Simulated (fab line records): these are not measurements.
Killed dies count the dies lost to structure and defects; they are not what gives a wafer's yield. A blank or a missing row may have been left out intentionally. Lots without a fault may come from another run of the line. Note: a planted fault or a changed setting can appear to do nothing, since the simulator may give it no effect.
fab line records | flow sky130 | part 2 of 2: steps 32 to 43 of 43
record lots=5 | wafers=15 | last_day=50
route steps=708 shown NWELL@72 PWDE@84 VT_ADJUST_HVTP@85 VT_ADJUST_LVTN@97
lots that met no fault: from a run of the same line without faults
start_h: hours from the record's first day to the start of the lot's first wafer shown | wait_h: hours since the lot's step before | " the same as in the row above | L1.1+2: a single row standing in for several wafers | - no value, or no start was given | * or withheld: withheld | < > ~ a bound
route shown NAME@n: names a module that has steps shown in the file, with the first one's number in the route | usual: mean/standard deviation taken from wafers without a fault | same: alike in all rows | chamber/n: place in a boat | sites: each site's reading | _std_site: their standard deviation | _edge_site: the outer-site mean with the inner-site mean subtracted | radius_mm: how far each site lies from the wafer's centre | mask NAME#n: copy n | behind: the tool/chamber that last shaped the wafer | hold: why the lot went on hold/how many hours it stayed there/how the hold came to an end | device: which transistor (n, p or np) failed to switch | end of line: at the end of the route, the tests of the same wafers | step lacking rows: just its recipe | killed: dies that structure and defects cost at the first sort, which is not the same as the wafer's yield | map: a wafer's dies, marking killed ones x, the rest . and places with no die _
set.NAME: the setting the step ran with; set.NAME@STEP: the setting that earlier step ran with | model.NAME: the simulator's own value behind a step, which no gauge read
certain route steps with their lots: each step a table, each wafer a row
services: from which hour (start_h, from the record's first day; less than 0 if before it) a tool's chamber was out of use, for how many hours, and why
## steps
# step SKY_VT_ADJUST_LVTN_OVL_MEAS_07
# usual VT_ADJUST_LVTN_OVL=-0.9/1.7
lot.wafer | tool       | chamber | start_h | wait_h | VT_ADJUST_LVTN_OVL[nm]
L079.2    | overlay-02 | -       | 175.37  | -      | -1.0
L079.3    | "          | -       | "       | "      | -1.7
L079.5    | "          | -       | "       | "      | -2.0
L082.1    | overlay-02 | -       | 197.98  | -      | -3.1
L082.4    | "          | -       | "       | "      | -3.6
L082.5    | "          | -       | "       | "      | -2.1
L083.2    | overlay-01 | -       | 200.94  | -      | -0.7
L083.4    | "          | -       | "       | "      | 1.8
L083.6    | "          | -       | "       | "      | -0.4
L091.1    | overlay-01 | -       | 253.61  | -      | -1.6
L091.3    | "          | -       | "       | "      | -4.4
L091.5    | "          | -       | "       | "      | -0.9
L093.1    | overlay-02 | -       | 268.43  | -      | -2.9
L093.5    | "          | -       | "       | "      | -0.5
L093.6    | "          | -       | "       | "      | -1.3
# step SKY_VT_ADJUST_LVTN_IMPLANT_08
# recipe species=B | energy_kev=30 | dose_cm2=1.57e+12 | tilt_deg=withheld
lot.wafer  | tool         | chamber | start_h | wait_h
L079.2+3+5 | implanter-01 | 0       | 175.42  | 0.0
L082.1+4+5 | implanter-03 | 0       | 198.02  | 0.0
L083.2+4+6 | implanter-03 | 0       | 200.99  | 0.0
L091.1+3+5 | implanter-01 | 0       | 253.64  | 0.0
L093.1+5+6 | implanter-01 | 0       | 268.47  | 0.0
# step SKY_VT_ADJUST_LVTN_STRIP_09
# recipe chemistry=O2/N2 | power_w=1400 | pressure_mtorr=1500 | platen_temp_c=withheld | o2_flow_sccm=3000 | n2_flow_sccm=300 | overash_fraction=0.5
# usual drypump_motor_current_A=5.5/0.47 | oes_product_au=0.723/0.0043 | strip_time_to_endpoint_s=36.94/0.1
lot.wafer | tool            | chamber | start_h | wait_h | drypump_motor_current_A | oes_product_au | rf_hours_counter_h | strip_time_to_endpoint_s
L079.2    | plasma_asher-01 | 1       | 175.55  | 0.1    | 6.1                     | 0.720          | 50                 | 36.93
L079.3    | "               | 0       | "       | "      | 4.9                     | 0.731          | -                  | 36.97
L079.5    | "               | 1       | "       | "      | 6.1                     | 0.716          | -                  | 36.93
L082.1    | plasma_asher-02 | 0       | 198.17  | 0.1    | 5.3                     | 0.725          | 8                  | 37.03
L082.4    | "               | 0       | "       | "      | 5.3                     | 0.722          | -                  | 37.07
L082.5    | "               | 0       | "       | "      | 5.3                     | 0.731          | -                  | 36.92
L083.2    | plasma_asher-04 | 1       | 201.12  | 0.1    | 6.3                     | 0.720          | 40                 | 37.01
L083.4    | "               | 0       | "       | "      | 5.0                     | 0.714          | -                  | 37.05
L083.6    | "               | 0       | "       | "      | 5.0                     | 0.725          | -                  | 36.92
L091.1    | plasma_asher-01 | 1       | 253.79  | 0.1    | 6.1                     | 0.724          | 58                 | 36.75
L091.3    | "               | 0       | "       | "      | 5.0                     | 0.727          | -                  | 36.80
L091.5    | "               | 0       | "       | "      | 5.0                     | 0.719          | -                  | 36.72
L093.1    | plasma_asher-01 | 1       | 268.62  | 0.1    | 6.1                     | 0.726          | 59                 | 36.77
L093.5    | "               | 0       | "       | "      | 5.0                     | 0.725          | -                  | 36.74
L093.6    | "               | 1       | "       | "      | 6.1                     | 0.717          | -                  | 36.95
# step SKY_VT_ADJUST_LVTN_TW_MEAS_10
# usual VT_ADJUST_LVTN_TW=241.6/1.3
lot.wafer | tool          | chamber | start_h | wait_h | VT_ADJUST_LVTN_TW
L079.2    | film_metro-02 | -       | 175.66  | 0.1    | 242.1
L079.3    | "             | -       | "       | "      | 240.4
L079.5    | "             | -       | "       | "      | 241.3
L082.1    | film_metro-03 | -       | 198.27  | 0.1    | 239.8
L082.4    | "             | -       | "       | "      | 240.4
L082.5    | "             | -       | "       | "      | 240.0
L083.2    | film_metro-03 | -       | 201.23  | 0.1    | 242.4
L083.4    | "             | -       | "       | "      | 241.6
L083.6    | "             | -       | "       | "      | 240.9
L091.1    | film_metro-02 | -       | 253.89  | 0.1    | 242.3
L091.3    | "             | -       | "       | "      | 242.3
L091.5    | "             | -       | "       | "      | 240.8
L093.1    | film_metro-03 | -       | 268.72  | 0.1    | 240.9
L093.5    | "             | -       | "       | "      | 241.6
L093.6    | "             | -       | "       | "      | 242.1
# step SKY_VT_ADJUST_LVTN_DEHYDRATE_11
# recipe temp_c=200 | time_s=60
# usual heater_power_total_W=160.38/0.13
lot.wafer | tool           | chamber | start_h | wait_h | heater_power_total_W
L079.2    | litho_track-03 | 0       | 185.68  | 10.0   | 160.21
L079.3    | "              | 0       | "       | "      | 160.30
L079.5    | "              | 0       | "       | "      | 160.38
L082.1    | litho_track-04 | 0       | 208.33  | 10.1   | 160.36
L082.4    | "              | 0       | "       | "      | 160.18
L082.5    | "              | 0       | "       | "      | 160.48
L083.2    | litho_track-03 | 0       | 211.93  | 10.7   | 160.62
L083.4    | "              | 0       | "       | "      | 160.43
L083.6    | "              | 0       | "       | "      | 160.37
L091.1    | litho_track-03 | 0       | 265.61  | 11.7   | 160.55
L091.3    | "              | 0       | "       | "      | 160.43
L091.5    | "              | 0       | "       | "      | 160.19
L093.1    | litho_track-03 | 0       | 281.11  | 12.4   | 160.55
L093.5    | "              | 0       | "       | "      | 160.35
L093.6    | "              | 0       | "       | "      | 160.50
# step SKY_VT_ADJUST_LVTN_HMDS_12
# recipe prime_time_s=60 | prime_temp_c=120
lot.wafer  | tool           | chamber | start_h | wait_h
L079.2+3+5 | litho_track-03 | 0       | 185.83  | 0.1
L082.1+4+5 | litho_track-04 | 0       | 208.48  | 0.1
L083.2+4+6 | litho_track-03 | 0       | 212.08  | 0.1
L091.1+3+5 | litho_track-03 | 0       | 265.76  | 0.1
L093.1+5+6 | litho_track-03 | 0       | 281.26  | 0.1
# step SKY_VT_ADJUST_LVTN_COAT_13
# recipe resist=NOVOLAK | spin_rpm=3000 | resist_thk_nm=1140
lot.wafer  | tool           | chamber | start_h | wait_h
L079.2+3+5 | litho_track-03 | 0       | 185.98  | 0.1
L082.1+4+5 | litho_track-04 | 0       | 208.63  | 0.1
L083.2+4+6 | litho_track-03 | 0       | 212.23  | 0.1
L091.1+3+5 | litho_track-03 | 0       | 265.91  | 0.1
L093.1+5+6 | litho_track-03 | 0       | 281.41  | 0.1
# step SKY_VT_ADJUST_LVTN_SOFTBAKE_14
# recipe temp_c=90 | time_s=60 | resist=NOVOLAK
# usual heater_power_total_W=56.59/0.045
lot.wafer | tool           | chamber | start_h | wait_h | heater_power_total_W
L079.2    | litho_track-03 | 0       | 186.13  | 0.1    | 56.68
L079.3    | "              | 0       | "       | "      | 56.52
L079.5    | "              | 0       | "       | "      | 56.59
L082.1    | litho_track-04 | 0       | 208.78  | 0.1    | 56.58
L082.4    | "              | 0       | "       | "      | 56.61
L082.5    | "              | 0       | "       | "      | 56.62
L083.2    | litho_track-03 | 0       | 212.38  | 0.1    | 56.57
L083.4    | "              | 0       | "       | "      | 56.63
L083.6    | "              | 0       | "       | "      | 56.59
L091.1    | litho_track-03 | 0       | 266.06  | 0.1    | 56.62
L091.3    | "              | 0       | "       | "      | 56.55
L091.5    | "              | 0       | "       | "      | 56.65
L093.1    | litho_track-03 | 0       | 281.56  | 0.1    | 56.64
L093.5    | "              | 0       | "       | "      | 56.63
L093.6    | "              | 0       | "       | "      | 56.58
# step SKY_VT_ADJUST_LVTN_EXPOSE_15
# recipe mask_id=HVN_STD_DERIVED | na=0.6 | source_shape=conventional | sigma_outer=0.6 | polarization=unpolarized | target_cd_nm=600 | dose_mj=163
lot.wafer  | tool             | chamber | start_h | wait_h | mask
L079.2+3+5 | iline_stepper-02 | 0       | -       | -      | HVN_STD_DERIVED#0
L082.1+4+5 | iline_stepper-01 | 0       | -       | -      | HVN_STD_DERIVED#0
L083.2+4+6 | iline_stepper-01 | 0       | -       | -      | HVN_STD_DERIVED#0
L091.1+3+5 | iline_stepper-01 | 0       | -       | -      | HVN_STD_DERIVED#0
L093.1+5+6 | iline_stepper-02 | 0       | -       | -      | HVN_STD_DERIVED#0
# step SKY_VT_ADJUST_LVTN_PEB_16
# recipe temp_c=withheld | time_s=* | resist=NOVOLAK
lot.wafer  | tool           | chamber | start_h | wait_h
L079.2+3+5 | litho_track-03 | 0       | -       | -
L082.1+4+5 | litho_track-02 | 0       | -       | -
L083.2+4+6 | litho_track-03 | 0       | -       | -
L091.1+3+5 | litho_track-04 | 0       | -       | -
L093.1+5+6 | litho_track-02 | 0       | -       | -
# step SKY_VT_ADJUST_LVTN_DEVELOP_17
# recipe resist=NOVOLAK | developer=TMAH | develop_time_s=60 | dev_temp_c=23
lot.wafer  | tool           | chamber | start_h | wait_h
L079.2+3+5 | litho_track-03 | 0       | 197.68  | 0.1
L082.1+4+5 | litho_track-02 | 0       | 220.37  | 0.1
L083.2+4+6 | litho_track-03 | 0       | 222.83  | 0.1
L091.1+3+5 | litho_track-04 | 0       | 278.73  | 0.1
L093.1+5+6 | litho_track-02 | 0       | 293.56  | 0.1
# step SKY_VT_ADJUST_LVTN_OVL_MEAS_18
# usual VT_ADJUST_LVTN_01_OVL=-0.3/1.3
lot.wafer | tool       | chamber | start_h | wait_h | VT_ADJUST_LVTN_01_OVL[nm]
L079.2    | overlay-01 | -       | 197.82  | 0.1    | 0.9
L079.3    | "          | -       | "       | "      | -0.5
L079.5    | "          | -       | "       | "      | -1.0
L082.1    | overlay-02 | -       | 220.52  | 0.1    | -1.1
L082.4    | "          | -       | "       | "      | -0.3
L082.5    | "          | -       | "       | "      | -1.1
L083.2    | overlay-01 | -       | 222.97  | 0.1    | -1.2
L083.4    | "          | -       | "       | "      | -0.1
L083.6    | "          | -       | "       | "      | 0.1
L091.1    | overlay-02 | -       | 278.88  | 0.1    | -1.0
L091.3    | "          | -       | "       | "      | -0.3
L091.5    | "          | -       | "       | "      | -0.3
L093.1    | overlay-02 | -       | 293.71  | 0.1    | -0.3
L093.5    | "          | -       | "       | "      | -0.5
L093.6    | "          | -       | "       | "      | -0.4
## services
tool             | chamber | start_h | hours | kind
iline_stepper-01 | 0       | 105.39  | -     | calibration
implanter-01     | -       | 107.96  | 13.4  | repair
wet_bench-03     | -       | 108.56  | 3.4   | repair
plasma_asher-02  | -       | 108.75  | 9.0   | pm
plasma_asher-02  | 0       | 108.75  | 9.0   | vent_cycle
plasma_asher-02  | 1       | 108.75  | 9.0   | vent_cycle
plasma_asher-02  | 0       | 117.75  | -     | clean
plasma_asher-02  | 1       | 117.75  | -     | clean
plasma_asher-02  | -       | 130.40  | 1.4   | repair
implanter-02     | -       | 146.69  | 3.9   | pm
implanter-03     | -       | 163.73  | 21.4  | pm
implanter-03     | -       | 185.13  | 3.9   | pm
rtp_anneal-01    | -       | 185.67  | 6.1   | pm
plasma_asher-02  | -       | 193.60  | 2.8   | repair
litho_track-02   | -       | 197.63  | -     | consumable_replace:filter
implanter-04     | -       | 198.12  | 25.8  | repair
iline_stepper-01 | -       | 210.09  | 1.7   | pm
iline_stepper-02 | 0       | 220.30  | -     | calibration
implanter-04     | -       | 223.93  | 51.0  | pm
rtp_anneal-02    | -       | 225.37  | 4.7   | pm
iline_stepper-02 | -       | 226.18  | 0.7   | repair
implanter-03     | -       | 240.00  | 0.5   | repair
wet_bench-02     | -       | 243.03  | 6.9   | repair
wet_bench-02     | -       | 258.90  | 2.2   | repair
